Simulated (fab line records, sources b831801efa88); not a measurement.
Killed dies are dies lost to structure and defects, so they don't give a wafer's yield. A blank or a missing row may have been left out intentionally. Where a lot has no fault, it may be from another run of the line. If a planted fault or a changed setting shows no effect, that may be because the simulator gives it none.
Problem report, 8D (eight disciplines) form, completed by code    flow gf180mcu    the parts of the form that need people (team, actions taken, sign-off) are left out

## 1. THE PROBLEM
Mean SAB_CVD_00_THK at GF_SAB_THK_MEAS_01: 42.1 nm over 4 wafers in 3 lots; fault-free wafers: 49.9 nm, standard deviation 0.7. Relative to the usual mean, that is a shift of -11 standard deviations.
First observed at day 21 00:25: wafer L304.1, on filmMetro-01. The record holds 39 wafers of 13 lots with a number at this step. Rule for "out" (also "out of limits"): further than 4 standard deviations from the usual mean. All remaining wafers that have a number are taken as sound.

## 2. WHAT IT IS, AND WHAT IT ISN'T
question                     is                              is not
which readings at this step  SAB_CVD_00_THK                  -
which lots                   L304, L305, L306                L285, L286, L287, L288, L291, L292, L293, L294, L297, L298
which wafers of those lots   L304.1, L304.5, L305.1, L306.4  L304.6, L305.3, L305.5, L306.1, L306.5
read on which gauges         filmMetro-01, filmMetro-03      filmMetro-02
when                         from day 21 00:25               up to then (31 sound wafers); but 4 sound wafers of L305, L306 came after

## 3. SUSPECTS, AND WHAT RULES EACH OUT
Counting: any tool at a process step up to the reading remains a suspect provided it ran every lot that is out. Sound lots after the first of them don't rule it out here, since some wafers of a struck lot are sound.
- ruled out: the gauge at GF_SAB_THK_MEAS_01. 2 gauges (filmMetro-01, filmMetro-03) read the wafers that are out.
- pecvd-01 at GF_SAB_CVD_00 (deposits SiO2 from TEOS, target thk 50 nm, time 4.9302 s): kept. Ran every lot that is out, first one L304 (day 21 00:23); last sound lot up to then L298 (day 18 21:49).
- At GF_SAB_CVD_00, inside pecvd-01: chamber 1 took the wafers that are out, while their sound lot-mates went through chambers 0, 2.
After counting, what remains is pecvd-01 at GF_SAB_CVD_00.

## 4. THE CAUSE (what the simulator had put in)
pecvd-01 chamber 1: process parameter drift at GF_SAB_CVD_00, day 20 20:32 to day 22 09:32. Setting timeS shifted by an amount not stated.
Only this tool survived the counting.

## 5. THE CHAIN OF EFFECTS, in route order
Each row: a reading whose mean over the struck wafers that have a number lies more than 3 standard deviations from the usual. Only readings for which the record gives a usual standard deviation are gone through. hours: the time from each lot's start at the first step in this table that gives one to its start at this step, as a median over the lots. sigmas: the change in usual standard deviations.
hours  step                reading         usual    on struck wafers  change  sigmas
0      GF_SAB_THK_MEAS_01  SAB_CVD_00_THK  49.9 nm  42.1              -7.8    -11
Later measuring or inspecting steps at which every struck wafer that the step has a row for has a number for every such reading, and none has moved that far: GF_CONTACT_THK_MEAS_01.

## 6. WHAT WOULD HAVE CAUGHT IT SOONER
In this record the first reading out of limits at a measuring or inspecting step was taken at day 21 00:25, 4 hours after the fault began at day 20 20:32.
No tool reading at GF_SAB_CVD_00 that has a usual standard deviation in the record was out on any struck wafer, so an alarm limit of 4 standard deviations on those readings would not have fired.
Among the 3 lots that are out, L305, L306 began GF_SAB_CVD_00 on pecvd-01 after day 21 00:25. A hold on the tool at that time would have spared those 2.
